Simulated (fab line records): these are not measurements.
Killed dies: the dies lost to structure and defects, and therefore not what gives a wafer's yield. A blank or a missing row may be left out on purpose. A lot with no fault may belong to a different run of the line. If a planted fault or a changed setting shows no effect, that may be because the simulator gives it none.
Struck lot and sound lot, side by side    flow sky130    15 out of 708 route steps
Sound: these wafers, L596.2, L596.5, L596.6. Wafers L589.1, L589.3, L589.4 were the ones struck. Last of all comes the cause.
Per side, at each step with rows, come the tool, then ch with its chambers, and then its first start. Under that, the readings that differ: sound wafers    struck wafers    difference of the means    sigmas: that difference in standard deviations of wafers without a fault.
alike: readings with means less than 2 such deviations apart, plus words and numbers identical on both sides. not compared: withheld readings, readings lacking a value on some wafer, bounds such as >300 that could conceal the same value, and numbers that have no deviation in the record and whose values overlap.
Wherever a step has rows on one side only, a row that says differs or no value, or a row with sigmas, the two part there. Non-overlapping numbers with no deviation appear without sigmas and do not part them. A reading that every wafer of one side lacks parts them only if that side has two wafers or more.

first, 1 step without rows for these wafers: SKY_VT_ADJUST_LVTN_IMPLANT_19.
SKY_VT_ADJUST_LVTN_STRIP_20: strips in O2/N2.
  sound on plasmaAsher-04 ch 0,1, day 12 12:42; struck on plasmaAsher-01 ch 0,1, day 10 21:04
  alike: drypumpMotorCurrentA, oesProductAu, stripTimeToEndpointS
  not compared: rfHoursCounterH
SKY_VT_ADJUST_LVTN_TW_MEAS_21:
  sound on filmMetro-02, day 12 12:49; struck on filmMetro-01, day 10 21:10
  alike: VT_ADJUST_LVTN_2_TW
then, 7 steps without rows for these wafers: SKY_VT_ADJUST_NCORE_DEHYDRATE_00 (time 60 s); SKY_VT_ADJUST_NCORE_HMDS_01 (prime time 60 s); SKY_VT_ADJUST_NCORE_COAT_02 (resist thk 1140 nm); SKY_VT_ADJUST_NCORE_SOFTBAKE_03 (time 60 s); SKY_VT_ADJUST_NCORE_EXPOSE_04 (exposes mask LVTN COMPLEMENT THIN, target cd 380 nm); SKY_VT_ADJUST_NCORE_PEB_05; SKY_VT_ADJUST_NCORE_DEVELOP_06 (develop time 60 s).
SKY_VT_ADJUST_NCORE_CD_MEAS_07: target cd 380 nm.
  sound on cdSem-01, day 13 15:04; struck on cdSem-02, day 11 19:49
  alike: cdNm
SKY_VT_ADJUST_NCORE_OVL_MEAS_08:
  sound on overlay-02, day 13 15:10; struck on overlay-01, day 11 19:56
  alike: VT_ADJUST_NCORE_OVL
SKY_VT_ADJUST_NCORE_IMPLANT_09:
  sound on implanter-04 ch 0, day 13 15:13; struck on implanter-03, day 11 19:58
  no value came back on the struck wafers for beamEnergyKeV, beamOnS (s); on the sound wafers beamEnergyKeV reads 9.9992 10.001 10.001
SKY_VT_ADJUST_NCORE_STRIP_10: strips in O2/N2.
  sound on plasmaAsher-01 ch 0,1, day 13 15:20; struck on plasmaAsher-01 ch 0,1, day 11 20:07
  alike: drypumpMotorCurrentA, oesProductAu, stripTimeToEndpointS
  not compared: rfHoursCounterH
SKY_VT_ADJUST_NCORE_TW_MEAS_11:
  sound on filmMetro-01, day 13 15:27; struck on filmMetro-02, day 11 20:13
reading             sound              struck          difference  sigmas
VT_ADJUST_NCORE_TW  218.8 219.2 218.3  30.1 30.1 30.1  -188.7      -99 or more

## WHERE THEY PART
First at SKY_VT_ADJUST_NCORE_IMPLANT_09; last, within this record, at SKY_VT_ADJUST_NCORE_TW_MEAS_11.

WHY: what the simulator had put in
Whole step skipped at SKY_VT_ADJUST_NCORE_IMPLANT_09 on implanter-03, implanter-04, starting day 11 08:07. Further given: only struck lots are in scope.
